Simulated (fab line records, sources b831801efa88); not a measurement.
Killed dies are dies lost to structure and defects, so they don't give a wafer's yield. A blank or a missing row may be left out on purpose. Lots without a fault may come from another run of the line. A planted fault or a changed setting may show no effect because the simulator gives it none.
Which tool did it? | flow sky130 | 12 lots, 36 wafers sampled, at 5 steps of a route of 708

WHAT THE GAUGES READ, wafer by wafer
SKY_LDD_HVN_TW_MEAS_10. Usual: LDD_HVN_TW 1439, standard deviation 25.
lot  | measured     | on            | LDD_HVN_TW     | flag
L636 | day 22 02:46 | film_metro-04 | 1470 1466 1462 |
L634 | day 22 03:04 | film_metro-04 | 1479 1469 1472 |
L638 | day 22 03:39 | film_metro-02 | 1456 1442 1438 |
L639 | day 22 08:59 | film_metro-02 | 1438 1447 1445 |
L640 | day 22 14:41 | film_metro-01 | 1407 1407 1406 |
L648 | day 26 06:38 | film_metro-04 | 1483 1478 1473 |
L647 | day 26 11:05 | film_metro-02 | 1433 1443 1437 |
L649 | day 27 00:05 | film_metro-01 | 1414 1407 1403 |
L652 | day 27 04:14 | film_metro-02 | 1434 1443 1431 |
L651 | day 27 08:54 | film_metro-01 | 1403 1414 1406 |
L653 | day 27 14:33 | film_metro-01 | 1399 1405 1400 |
L654 | day 27 20:05 | film_metro-01 | 1404 1409 1403 |

SKY_POLY_CUT_CD_MEAS_08: target cd 270 nm. Usual: cd_nm 270.2 nm, standard deviation 1.5.
lot  | measured     | on        | cd_nm (nm)        | flag
L636 | day 25 22:37 | cd_sem-01 | 268.9 269.3 270.1 |
L634 | day 25 22:35 | cd_sem-02 | 272.8 270.1 271.3 |
L638 | day 25 23:43 | cd_sem-02 | 268.1 266.6 268.2 |
L639 | day 26 04:29 | cd_sem-01 | 268.7 268.8 269.5 |
L640 | day 26 09:53 | cd_sem-02 | 271.2 268.8 269.8 |
L648 | day 29 20:11 | cd_sem-02 | 271.8 270.6 270.0 |
L647 | day 30 03:24 | cd_sem-02 | 271.4 270.7 270.9 |
L649 | day 30 13:43 | cd_sem-02 | 270.6 270.9 269.4 |
L652 | day 30 19:26 | cd_sem-01 | 273.0 272.0 272.5 |
L651 | day 30 23:26 | cd_sem-01 | 269.0 269.5 269.6 |
L653 | day 31 05:37 | cd_sem-02 | 270.3 270.8 271.1 |
L654 | day 31 11:32 | cd_sem-01 | 272.7 274.2 273.5 |

SKY_SD_N_RS_MEAS_18: measures by four-point-probe. Usual: RES_XHIGH_RS 333.1 ohm/sq, standard deviation 1.2.
lot  | measured     | on            | RES_XHIGH_RS (ohm/sq) | flag
L636 | day 29 13:58 | film_metro-04 | 333.7 332.9 335.1     |
L634 | day 29 13:13 | film_metro-04 | 333.8 334.4 334.0     |
L638 | day 29 15:20 | film_metro-02 | 334.5 334.8 334.2     |
L639 | day 29 18:24 | film_metro-02 | 375.7 376.2 376.3     | OFF
L640 | day 30 00:16 | film_metro-04 | 377.6 375.5 377.2     | OFF
L648 | day 33 09:08 | film_metro-02 | 333.6 333.6 333.9     |
L647 | day 33 16:28 | film_metro-01 | 332.2 331.0 331.8     |
L649 | day 33 23:34 | film_metro-01 | 331.6 332.7 332.4     |
L652 | day 34 05:38 | film_metro-01 | 332.5 333.2 333.0     |
L651 | day 34 10:50 | film_metro-02 | 335.3 335.0 335.2     |
L653 | day 34 15:43 | film_metro-02 | 331.2 333.3 333.8     |
L654 | day 34 22:17 | film_metro-01 | 334.9 333.1 333.6     |

WHICH TOOL RAN EACH LOT (tool, then ch and the chambers of the sampled wafers, then the start)
lot  | SKY_LDD_HVP_STRIP_09                 | SKY_RES_XHIGH_IMPLANT_07
L636 | plasma_asher-04 ch 0,1, day 23 08:41 | implanter-01 ch 0, day 28 08:08
L634 | plasma_asher-04 ch 0,1, day 23 09:22 | implanter-03 ch 0, day 28 07:31
L638 | plasma_asher-02 ch 0,1, day 23 09:38 | implanter-01 ch 0, day 28 09:34
L639 | plasma_asher-03 ch 0,1, day 23 14:57 | implanter-01 ch 0, day 28 13:38
L640 | plasma_asher-04 ch 0,1, day 23 20:26 | implanter-01 ch 0, day 28 19:19
L648 | plasma_asher-02 ch 0,1, day 27 11:11 | implanter-04 ch 0, day 32 04:22
L647 | plasma_asher-02 ch 0,1, day 27 17:02 | implanter-01 ch 0, day 32 13:01
L649 | plasma_asher-02 ch 0,1, day 28 03:45 | implanter-01 ch 0, day 32 20:38
L652 | plasma_asher-03 ch 0,1, day 28 08:36 | implanter-04 ch 0, day 33 02:55
L651 | plasma_asher-02 ch 0,1, day 28 12:51 | implanter-04 ch 0, day 33 07:52
L653 | plasma_asher-04 ch 0,1, day 28 18:54 | implanter-04 ch 0, day 33 12:42
L654 | plasma_asher-03 ch 0,1, day 29 00:14 | implanter-04 ch 0, day 33 18:11
- SKY_LDD_HVP_STRIP_09: strips in O2/N2.
- SKY_RES_XHIGH_IMPLANT_07

WHAT THE TOOLS THEMSELVES READ (means of the sampled wafers that have a number; where no wafer has one, the mark that the record gives instead)
SKY_LDD_HVP_STRIP_09. Usual: drypump_motor_current_A 5.5 A, standard deviation 0.4; oes_product_au 0.409 a.u., standard deviation 0.0046; strip_time_to_endpoint_s 4.136 s, standard deviation 0.014.
lot  | tool            | drypump_motor_current_A (A) | oes_product_au (a.u.) | strip_time_to_endpoint_s (s) | flag
L636 | plasma_asher-04 | 5.3                         | 0.406                 | 4.127                        |
L634 | plasma_asher-04 | 5.2                         | 0.407                 | 4.132                        |
L638 | plasma_asher-02 | 5.8                         | 0.411                 | 4.152                        |
L639 | plasma_asher-03 | 5.6                         | 0.410                 | 4.139                        |
L640 | plasma_asher-04 | 5.5                         | 0.404                 | 4.141                        |
L648 | plasma_asher-02 | 5.6                         | 0.408                 | 4.136                        |
L647 | plasma_asher-02 | 5.6                         | 0.406                 | 4.145                        |
L649 | plasma_asher-02 | 5.6                         | 0.409                 | 4.163                        |
L652 | plasma_asher-03 | 5.7                         | 0.413                 | 4.143                        |
L651 | plasma_asher-02 | 5.6                         | 0.405                 | 4.128                        |
L653 | plasma_asher-04 | 5.3                         | 0.408                 | 4.141                        |
L654 | plasma_asher-03 | 5.3                         | 0.410                 | 4.141                        |

SKY_RES_XHIGH_IMPLANT_07. Usual: beam_on_s 38.5 s, standard deviation 1.2; dose_ions_cm2 3.601e+14, standard deviation 3.7e+11.
lot  | tool         | beam_on_s (s) | dose_ions_cm2 | flag
L636 | implanter-01 | 38.0          | 3.598e+14     |
L634 | implanter-03 | 37.3          | 3.600e+14     |
L638 | implanter-01 | 38.1          | 3.600e+14     |
L639 | implanter-01 | 33.1          | 3.085e+14     | OFF
L640 | implanter-01 | 32.8          | 3.082e+14     | OFF
L648 | implanter-04 | 40.0          | 3.602e+14     |
L647 | implanter-01 | 38.5          | 3.599e+14     |
L649 | implanter-01 | 38.7          | 3.594e+14     |
L652 | implanter-04 | 39.7          | 3.605e+14     |
L651 | implanter-04 | 40.1          | 3.597e+14     |
L653 | implanter-04 | 39.6          | 3.601e+14     |
L654 | implanter-04 | 39.2          | 3.603e+14     |

THE ANSWER, worked out from the rows above alone
Rule: a lot is off if the mean of its wafers that have a number lies more than 3 standard deviations from the usual mean. A lot without any number at a reading at which 4 lots or more have one is off too. The other lots that the step has rows for count as sound. The gauges are gone through in route order, then the tools' own readings, and for those a lot's mean is taken as printed above. The first step at which some lot is off is used, and at that step the reading that is off furthest; a lot without a number counts as furthest.
Off: L639, L640, at SKY_SD_N_RS_MEAS_18 (RES_XHIGH_RS).
A tool fits if, at a process step before that reading, it ran every lot that is off, and no sound lot after the first of them. The gauges at SKY_SD_N_RS_MEAS_18 aren't tried: what is off there is off at SKY_RES_XHIGH_IMPLANT_07 too, on other tools, and a gauge's error can't cause that. None of those tried fits.

WHAT THE SIMULATOR HAD PUT IN
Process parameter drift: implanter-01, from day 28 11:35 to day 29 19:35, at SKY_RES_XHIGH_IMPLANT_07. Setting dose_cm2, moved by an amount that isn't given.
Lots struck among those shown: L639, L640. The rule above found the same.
